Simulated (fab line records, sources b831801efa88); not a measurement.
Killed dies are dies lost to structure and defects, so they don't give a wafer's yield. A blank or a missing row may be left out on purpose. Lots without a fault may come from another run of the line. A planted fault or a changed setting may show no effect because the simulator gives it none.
fab line records | flow sky130
record lots=4 wafers=12 last_day=50
route steps=708 shown GATE_OXIDE@192 POLY_GATE@204 RES_PROTECT@206 PAD_OPEN@708
lots that met no fault: from a run of the same line without faults
start_h: hours from the record's first day to the start of the lot's first wafer shown | wait_h: hours since the lot's step before | " the same as in the row above | L1.1+2: a row that stands for several wafers | - no value, or no start given | * or withheld: withheld | < > ~ a bound
route shown NAME@n: a module of which the file shows steps, and the number in the route of the first | usual: mean/standard deviation of fault-free wafers | same: alike in all rows | chamber/n: place in a boat | sites: the reading at each site | _std_site: their standard deviation | _edge_site: outer sites' mean less inner sites' | radius_mm: how far each site lies from the wafer's centre | mask NAME#n: copy n | behind: the tool/chamber that last shaped the wafer | hold: why the lot was held/for how many hours/how that ended | device: the transistor (n, p or np) that didn't switch | end of line: the same wafers' tests at the end of the route | a step without rows: its recipe alone | killed: dies lost to structure and defects at the first sort, not the wafer's yield | map: a wafer's dies, x killed, . not, _ none there
set.NAME: the setting as run; set.NAME@STEP: as run at that earlier step | model.NAME: the simulator's own value behind a step, which no gauge read
lots at some steps of the route; a table a step, a row a wafer
services: from which hour (start_h, from the record's first day; less than 0 if before it) a tool's chamber was out of use, for how many hours, and why
## steps
# step SKY_GATE_OXIDE_COAT_05
# recipe resist=NOVOLAK spin_rpm=3000 resist_thk_nm=1140
# step SKY_GATE_OXIDE_SOFTBAKE_06
# recipe temp_c=90 time_s=60 resist=NOVOLAK
# step SKY_GATE_OXIDE_EXPOSE_07
# recipe mask_id=LVOM na=0.6 source_shape=conventional sigma_outer=0.6 polarization=unpolarized target_cd_nm=600 dose_mj=170
# step SKY_GATE_OXIDE_PEB_08
# recipe temp_c=withheld time_s=* resist=NOVOLAK
# step SKY_GATE_OXIDE_DEVELOP_09
# recipe resist=NOVOLAK developer=TMAH develop_time_s=60 dev_temp_c=23
# step SKY_GATE_OXIDE_IMPLANT_11
# recipe species=B energy_kev=10 dose_cm2=2.6e+12 tilt_deg=withheld
# step SKY_GATE_OXIDE_WET_ETCH_12
# recipe chemistry=dHF target_depth_nm=16.8 dry=n2_spin target=SiO2 dilution=100:1 temp_c=25 time_s=336
# step SKY_GATE_OXIDE_STRIP_13
# recipe chemistry=O2/N2 power_w=1400 pressure_mtorr=1500 platen_temp_c=withheld o2_flow_sccm=3000 n2_flow_sccm=300 overash_fraction=0.5
# step SKY_GATE_OXIDE_CLEAN_15
# recipe chemistry=SC1/SC2 mix=1:4:20 temp_c=70 time_s=150 dry=n2_spin
# step SKY_GATE_OXIDE_OXIDATION_16
# recipe temp_c=800 ambient=O2 idle_temp_c=700 ramp_up_c_per_min=10 ramp_down_c_per_min=3 stabilise_s=600 purge_s=300 target_thk_a=35.7 ox_time_s=1915
# step SKY_POLY_GATE_CVD_00
# recipe material=poly-Si target_thk_nm=180 temp_c=620 time_s=720 pressure_mtorr=200
# usual pressure_mtorr=199.9/0.38 spike_tc_bottom_C=639/3.7 spike_tc_centre_C=620.2/2 spike_tc_lower_C=620.6/1.1 spike_tc_top_C=641.6/1.5 spike_tc_upper_C=618.9/1 susceptor_temp_C=620.0/0.31
# columns lot.wafer tool chamber start_h wait_h pressure_mtorr spike_tc_bottom_C spike_tc_centre_C spike_tc_lower_C spike_tc_top_C spike_tc_upper_C susceptor_temp_C model.poly-Si_of_POLY_GATE_CVD_00.thk_nm
L442.2 lpcvd-01 1 400.31 0.0 199.7 636 617.9 619.7 642.1 619.0 620.0 183
L442.3 " 1 " " 200.8 637 619.5 620.4 641.0 617.5 619.9 181.7
L442.6 " 1 " " 200.4 635 618.2 620.3 643.5 619.1 619.7 180.8
L446.1 lpcvd-01 0 429.93 0.0 199.3 637 616.6 615.5 636.4 612.8 620.1 153.2
L446.3 " 0 " " 199.2 637 614.2 616.1 637.2 613.0 619.8 154.1
L446.5 " 0 " " 199.0 636 615.5 613.3 635.7 611.8 619.9 153.5
L447.3 lpcvd-01 1 450.01 0.0 199.6 632 612.1 613.3 634.7 611.9 620.5 155.2
L447.4 " 1 " " 199.6 628 613.6 613.9 635.5 612.8 620.6 153.9
L447.5 " 1 " " 200.3 629 612.5 613.5 633.9 611.9 619.8 154.4
L454.2 lpcvd-01 0 506.72 0.0 199.9 645 623.0 622.5 643.7 617.4 619.6 180.6
L454.3 " 0 " " 199.3 643 624.7 622.1 644.1 618.4 620.3 180
L454.5 " 0 " " 199.7 642 620.0 620.6 643.8 619.9 619.9 180.1
# step SKY_POLY_GATE_THK_MEAS_01
# recipe reads=poly-Si_of_POLY_GATE_CVD_00
# usual POLY_GATE_CVD_00_THK=180.4/1.8
# columns lot.wafer tool chamber start_h wait_h POLY_GATE_CVD_00_THK[nm]
L442.2 film_metro-01 - 402.12 0.0 183.0
L442.3 " - " " 181.8
L442.6 " - " " 180.8
L446.1 film_metro-03 - 431.13 0.0 153.3
L446.3 " - " " 154.1
L446.5 " - " " 153.4
L447.3 film_metro-03 - 451.23 0.0 155.2
L447.4 " - " " 153.9
L447.5 " - " " 154.4
L454.2 film_metro-01 - 507.93 0.0 180.8
L454.3 " - " " 180.0
L454.5 " - " " 180.1
# step SKY_RES_PROTECT_DEHYDRATE_00
# recipe temp_c=200 time_s=60
# step SKY_RES_PROTECT_HMDS_01
# recipe prime_time_s=60 prime_temp_c=120
# step SKY_RES_PROTECT_COAT_02
# recipe resist=NOVOLAK spin_rpm=3000 resist_thk_nm=1140
# step SKY_RES_PROTECT_SOFTBAKE_03
# recipe temp_c=90 time_s=60 resist=NOVOLAK
# step SKY_RES_PROTECT_EXPOSE_04
# recipe mask_id=RPM na=0.6 source_shape=conventional sigma_outer=0.6 polarization=unpolarized target_cd_nm=1270 dose_mj=131
# step SKY_RES_PROTECT_PEB_05
# recipe temp_c=withheld time_s=* resist=NOVOLAK
# step SKY_RES_PROTECT_DEVELOP_06
# recipe resist=NOVOLAK developer=TMAH develop_time_s=60 dev_temp_c=23
# step SKY_POLY_GATE_IMPLANT_02
# recipe species=P energy_kev=30 dose_cm2=7.7e+15 tilt_deg=0
# step SKY_RES_PROTECT_STRIP_07
# recipe chemistry=O2/N2 power_w=1400 pressure_mtorr=1500 platen_temp_c=withheld o2_flow_sccm=3000 n2_flow_sccm=300 overash_fraction=0.5
# step SKY_RES_PROTECT_CLEAN_09
# recipe chemistry=SC1/SC2 mix=1:4:20 temp_c=70 time_s=150 dry=n2_spin
# columns lot.wafer tool chamber start_h wait_h model.poly-Si_of_POLY_GATE_CVD_00.thk_nm
L442.2 wet_bench-04 0 432.40 0.0 182.4
L442.3 " 0 " " 181.1
L442.6 " 0 " " 180.1
L446.1 wet_bench-01 2 461.74 0.1 152.5
L446.3 " 2 " " 153.4
L446.5 " 2 " " 152.8
L447.3 wet_bench-01 0 481.84 0.0 154.5
L447.4 " 0 " " 153.3
L447.5 " 0 " " 153.7
L454.2 wet_bench-01 1 538.70 0.0 179.9
L454.3 " 1 " " 179.3
L454.5 " 1 " " 179.4
# step SKY_POLY_GATE_CVD_03
# recipe material=Si3N4 precursor=DCS/NH3 target_thk_nm=75 temp_c=770 time_s=1290 pressure_mtorr=250
# step SKY_POLY_GATE_DEHYDRATE_05
# recipe temp_c=200 time_s=60
# step SKY_POLY_GATE_HMDS_06
# recipe prime_time_s=60 prime_temp_c=120
# step SKY_POLY_GATE_COAT_07
# recipe resist=BARC temp_c=withheld time_s=withheld spin_rpm=3000 resist_thk_nm=110
# step SKY_POLY_GATE_COAT_08
# recipe resist=KrF-thick spin_rpm=3000 resist_thk_nm=450
# step SKY_POLY_GATE_SOFTBAKE_09
# recipe temp_c=100 time_s=90 resist=KrF-thick
# step SKY_POLY_GATE_EXPOSE_10
# recipe mask_id=P1M na=0.68 source_shape=conventional sigma_outer=0.6 target_cd_nm=150 dose_mj=28
# step SKY_POLY_GATE_PEB_11
# recipe peb_temp_c=withheld peb_time_s=withheld resist=KrF-thick
# step SKY_POLY_GATE_DEVELOP_12
# recipe develop_time_s=60 resist=KrF-thick dev_temp_c=21
# step SKY_POLY_GATE_ETCH_15
# recipe chemistry=N2/H2 target=BARC ion_energy_ev=200 source_w=500 bias_w=100 pressure_mtorr=30 n2_flow_sccm=100 h2_flow_sccm=200 stop_on=SiO2 time_s=118.5 target_depth_a=1100
# step SKY_POLY_GATE_ETCH_16
# recipe stop_on=poly-Si chemistry=CH3F/O2 target=Si3N4 source_w=400 bias_w=80 pressure_mtorr=25 ch3f_flow_sccm=40 O2_flow_sccm=30 time_s=147.5 target_depth_a=750
# step SKY_POLY_GATE_ETCH_17
# recipe target_depth_nm=180 stop_on=SiO2 over_etch_frac=0.56667 chemistry=HBr/Cl2 target=poly-Si icp_w=400 bias_w=100 pressure_mtorr=10 HBr_flow_sccm=150 Cl2_flow_sccm=50 time_s=70.5
# usual HBr_flow_sccm=150.0/0.47 drypump_motor_current_A=5.7/0.47 oes_product_au=0.988/0.0075 throttle_valve_pct=33.685/0.0087
# columns lot.wafer tool chamber start_h wait_h HBr_flow_sccm drypump_motor_current_A oes_product_au rf_hours_counter_h throttle_valve_pct model.POLY_GATE.feature_depth_nm model.etch.depth_nm
L442.2 rie_si-02 3 465.17 0.0 151.0 5.2 1.004 3 33.673 182.4 182.4
L442.3 " 1 " " 150.4 5.6 0.980 42 33.692 176 176
L442.6 " 1 " " 150.6 5.6 0.981 - 33.703 175.2 175.2
L446.1 rie_si-01 1 493.82 0.0 149.5 5.3 0.892 31 33.680 152.5 152.5
L446.3 " 2 " " 150.2 5.8 0.887 3 33.677 153.4 153.4
L446.5 " 0 " " 149.6 6.3 0.887 - 33.677 152.8 152.8
L447.3 rie_si-02 0 514.17 0.0 149.7 6.3 0.894 35 33.682 154.5 154.5
L447.4 " 1 " " 149.7 5.5 0.889 42 33.671 153.3 153.3
L447.5 " 0 " " 150.2 6.4 0.895 - 33.690 153.7 153.7
L454.2 rie_si-01 2 569.32 0.0 149.2 5.8 0.988 3 33.682 179.9 179.9
L454.3 " 3 " " 149.2 5.0 0.992 6 33.693 178.4 178.4
L454.5 " 1 " " 150.7 5.3 0.995 - 33.698 178.9 178.9
# step SKY_POLY_GATE_STRIP_18
# recipe chemistry=O2/N2 power_w=1400 pressure_mtorr=1500 platen_temp_c=withheld o2_flow_sccm=3000 n2_flow_sccm=300 overash_fraction=0.5
# step SKY_PAD_OPEN_PROBE_99
# usual killed_at_M0_to_M3=44/7.2 killed_at_M4_up=3.0/1.9 killed_at_contacts=25/4.8 killed_at_front_end=16/4.2 killed_at_other=0.2/0.44 killed_dies=88/9.3 killed_open=48/7.1 killed_short=40/6.5
# same gross_dies=492 killed_at_back_side=0
# columns lot.wafer tool chamber start_h wait_h killed_at_M0_to_M3 killed_at_M4_up killed_at_contacts killed_at_front_end killed_at_other killed_dies killed_open killed_short model.etest.res_high_po.line_ohm_um model.etest.res_poly.line_ohm_um model.etest.tip_sonos.rs_ohm_sq model.etest.res_high_po.rs_ohm_sq model.etest.res_poly.rs_ohm_sq model.etest.cap_li_to_poly.c_af_um2
L442.2 prober-01 - 1138.53 0.1 35 3 16 20 0 74 44 30 741.8 491.8 2639 260.2 48 100.4
L442.3 prober-01 - 1138.58 0.2 45 3 18 19 0 85 44 41 741.3 503.2 2683 257.2 47.12 100.2
L442.6 prober-01 - 1138.73 0.2 37 4 13 12 0 66 29 37 732.5 497 2652 258.2 47.73 100.5
L446.1 prober-01 - 1154.10 0.1 36 1 29 14 0 80 37 43 912.6 624.3 2608 319.5 58.15 90.78
L446.3 prober-01 - 1154.20 0.2 44 5 26 21 0 96 40 56 862.3 601.7 2631 305.7 56.44 91.24
L446.5 prober-01 - 1154.30 0.2 38 2 36 10 0 86 48 38 862.6 597.5 2586 306.6 56.74 92.34
L447.3 prober-02 - 1166.25 0.2 50 4 21 15 0 90 49 41 845.7 587.4 2589 291.8 55.12 90.79
L447.4 prober-02 - 1166.30 0.2 35 3 29 21 1 89 50 39 808.8 552.1 2590 290.4 54.54 91.47
L447.5 prober-02 - 1166.35 0.2 40 1 27 12 0 80 42 38 859.4 589.1 2548 298.5 55.6 95.01
L454.2 prober-01 - 1196.55 0.1 60 1 22 21 1 105 57 48 752 531.9 2676 264.1 48.65 96.35
L454.3 prober-01 - 1196.60 0.2 41 4 21 19 0 85 51 34 759.2 514.7 2701 264.9 48.55 97.36
L454.5 prober-01 - 1196.70 0.2 41 5 18 13 0 77 48 29 779.4 532.7 2674 268.9 49.53 100
# killed by level:class
L442.2 POLY_GATE:geometric_particle:open=8 VIA1:geometric_particle:open=8 LI_CONTACT:geometric_particle:open=7 VIA3:geometric_particle:open=7 POLY_GATE:geometric_particle:short=6 CONTACT:geometric_particle:open=5 METAL1:geometric_particle:short=5 VIA2:geometric_particle:open=5
L442.3 VIA1:geometric_particle:open=11 VIA2:geometric_particle:open=9 CONTACT:geometric_particle:open=8 METAL1:geometric_particle:short=7 FIELD_ISO:geometric_particle:open=5 VIA1:geometric_particle:short=5 FIELD_ISO:geometric_particle:short=4 LOCAL_INTERCONNECT:geometric_particle:short=4
L442.6 METAL1:geometric_particle:short=7 VIA3:geometric_particle:open=5 VIA2:geometric_particle:open=5 POLY_GATE:geometric_particle:open=4 VIA1:geometric_particle:short=4 VIA1:geometric_particle:open=4 VIA2:geometric_particle:short=4 METAL3:geometric_particle:short=4
L446.1 LI_CONTACT:geometric_particle:short=7 LI_CONTACT:geometric_particle:open=7 CONTACT:geometric_particle:open=6 VIA1:geometric_particle:short=6 FIELD_ISO:geometric_particle:short=5 CONTACT:geometric_particle:short=5 VIA2:geometric_particle:open=5 VIA3:geometric_particle:open=5
L446.3 FIELD_ISO:geometric_particle:short=9 VIA1:geometric_particle:short=8 CONTACT:geometric_particle:open=7 METAL1:geometric_particle:short=7 VIA1:geometric_particle:open=7 LI_CONTACT:geometric_particle:open=6 LOCAL_INTERCONNECT:geometric_particle:short=6 VIA3:geometric_particle:open=6
L446.5 LOCAL_INTERCONNECT:geometric_particle:short=11 VIA1:geometric_particle:open=10 LI_CONTACT:geometric_particle:open=9 CONTACT:geometric_particle:open=8 METAL1:geometric_particle:short=7 POLY_GATE:geometric_particle:open=6 CONTACT:geometric_particle:short=6 VIA3:geometric_particle:open=6
L447.3 VIA1:geometric_particle:open=10 METAL1:geometric_particle:short=8 CONTACT:geometric_particle:open=8 FIELD_ISO:geometric_particle:open=6 VIA2:geometric_particle:open=6 LOCAL_INTERCONNECT:geometric_particle:short=6 VIA1:geometric_particle:short=5 VIA2:geometric_particle:short=5
L447.4 LI_CONTACT:geometric_particle:open=10 CONTACT:geometric_particle:open=8 FIELD_ISO:geometric_particle:open=7 VIA1:geometric_particle:open=7 FIELD_ISO:geometric_particle:short=6 VIA2:geometric_particle:open=6 CONTACT:geometric_particle:short=5 METAL1:geometric_particle:short=4
L447.5 VIA1:geometric_particle:open=12 CONTACT:geometric_particle:open=10 CONTACT:geometric_particle:short=7 METAL2:geometric_particle:short=5 METAL1:geometric_particle:short=5 VIA1:geometric_particle:short=5 VIA3:geometric_particle:open=5 FIELD_ISO:geometric_particle:short=4
L454.2 VIA2:geometric_particle:open=13 CONTACT:geometric_particle:open=8 VIA1:geometric_particle:open=8 VIA2:geometric_particle:short=8 VIA3:geometric_particle:open=8 LI_CONTACT:geometric_particle:open=7 FIELD_ISO:geometric_particle:short=6 FIELD_ISO:geometric_particle:open=5
L454.3 LI_CONTACT:geometric_particle:open=8 CONTACT:geometric_particle:open=8 VIA3:geometric_particle:open=8 POLY_GATE:geometric_particle:open=6 METAL1:geometric_particle:short=6 VIA2:geometric_particle:open=6 FIELD_ISO:geometric_particle:short=5 METAL1:geometric_particle:open=5
L454.5 VIA1:geometric_particle:open=8 FIELD_ISO:geometric_particle:open=7 CONTACT:geometric_particle:open=7 VIA2:geometric_particle:open=5 LI_CONTACT:geometric_particle:open=5 CONTACT:geometric_particle:short=5 METAL1:geometric_particle:short=5 VIA1:geometric_particle:short=4
## services
# columns tool chamber start_h hours kind
rie_si-01 1 430.76 2.2 repair
rie_si-02 - 503.82 2.8 pm
rie_si-01 2 550.51 8.5 repair
wet_bench-01 - 550.91 8.0 repair
rie_si-02 1 554.91 4.1 repair
rie_si-02 1 559.06 - clean
rie_si-02 1 559.06 18.9 scheduled_down
rie_si-02 1 559.06 18.9 vent_cycle
lpcvd-01 - 565.81 2.8 pm
## key
first_sign step=SKY_POLY_GATE_CVD_00 reading=spike_tc_upper_C direction=down sigmas=6.3 usual=618.9 struck=612.4
effect step=SKY_POLY_GATE_CVD_00 reading=spike_tc_lower_C direction=down sigmas=5.8 usual=620.6 struck=614.3
effect step=SKY_POLY_GATE_THK_MEAS_01 reading=POLY_GATE_CVD_00_THK direction=down sigmas=14 usual=180.4 struck=154.1
effect step=SKY_POLY_GATE_ETCH_17 reading=oes_product_au direction=down sigmas=13 usual=0.988 struck=0.891
model_effect step=SKY_POLY_GATE_CVD_00 value=poly-Si_of_POLY_GATE_CVD_00.thk_nm without=181 struck=154
model_effect step=SKY_RES_PROTECT_CLEAN_09 value=poly-Si_of_POLY_GATE_CVD_00.thk_nm without=180.4 struck=153.4
model_effect step=SKY_POLY_GATE_ETCH_17 value=POLY_GATE.feature_depth_nm without=179.9 struck=153.4
model_effect step=SKY_PAD_OPEN_PROBE_99 value=etest.res_high_po.line_ohm_um without=742.4 struck=858.6
met_at SKY_POLY_GATE_CVD_00
struck_wafers L446.1,L446.3,L446.5,L447.3,L447.4,L447.5
tester_left_out L446,L447
onset_between 400.31 429.93
fault kind=process_parameter_drift tool=lpcvd-01 chamber=- onset_h=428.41 steps=SKY_POLY_GATE_CVD_00 channel=temp_c offset=* shape=step end_h=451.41 stated=*
# tester_left_out: of these lots the tester's yield and bins aren't shown, on N5 and GAA mostly nor the transistor test; their killed dies are dies lost to structure and defects alone, not to doping, threshold or leakage, so they don't give the yield
